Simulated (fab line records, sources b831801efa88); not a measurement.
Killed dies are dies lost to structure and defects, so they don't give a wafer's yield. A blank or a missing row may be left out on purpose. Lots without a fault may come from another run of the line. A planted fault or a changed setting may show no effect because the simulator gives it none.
Chamber matching | flow sky130 | SKY_CONTACT_ETCH_17 on rie_diel-01: 4 sister chambers
The step etches SiO2 in C4F8/O2/Ar, stops on Si3N4, target depth 340 nm. 14 wafers are shown with their chamber, then 7 later ones without.

WAFERS WITH THEIR CHAMBER
wafer  | chamber | oes_product_au (a.u.)
L537.2 | 0       | 0.890
L537.3 | 2       | 0.891
L537.6 | 3       | 0.886
L538.1 | 3       | 0.890
L538.2 | 2       | 0.894
L538.5 | 0       | 0.887
L541.3 | 2       | 0.893
L541.4 | 0       | 0.887
L541.6 | 3       | 0.885
L545.2 | 1       | 0.887
L545.4 | 2       | 0.883
L545.5 | 3       | 0.892
L548.1 | 2       | 0.894
L548.3 | 3       | 0.897

SIGNATURES (means of the wafers above)
reading        | chamber 0 | chamber 1 | chamber 2 | chamber 3 | scatter within a chamber
oes_product_au | 0.88800   | 0.88700   | 0.89100   | 0.89000   | 0.00431
Rule: a wafer's distance from a chamber is the root of the sum, over the readings, of the square of ((its reading less the chamber's mean) divided by the reading's scatter). The wafer belongs to the nearest chamber; if the next one is less than 2 further off, it can't be placed. The scatter: the root of (the sum of the squares of (reading less its chamber's mean) over the shown wafers, divided by (wafers less chambers)).

WAFERS WITHOUT THEIR CHAMBER
wafer  | oes_product_au (a.u.)
L548.6 | 0.897
L551.1 | 0.894
L551.2 | 0.892
L551.6 | 0.894
L553.2 | 0.891
L553.5 | 0.887
L553.6 | 0.891

WHICH CHAMBER EACH WENT THROUGH
wafer  | from the rows above               | in truth
L548.6 | can't be placed: 2 or 3 or 0 or 1 | 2
L551.1 | can't be placed: 2 or 3 or 0 or 1 | 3
L551.2 | can't be placed: 2 or 3 or 0 or 1 | 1
L551.6 | can't be placed: 2 or 3 or 0 or 1 | 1
L553.2 | can't be placed: 2 or 3 or 0 or 1 | 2
L553.5 | can't be placed: 1 or 0 or 3 or 2 | 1
L553.6 | can't be placed: 2 or 3 or 0 or 1 | 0
Placed correctly: 0 of 7. Can't be placed from these rows: 7 (the true chamber is among the candidates in 7). Placed wrongly: 0.
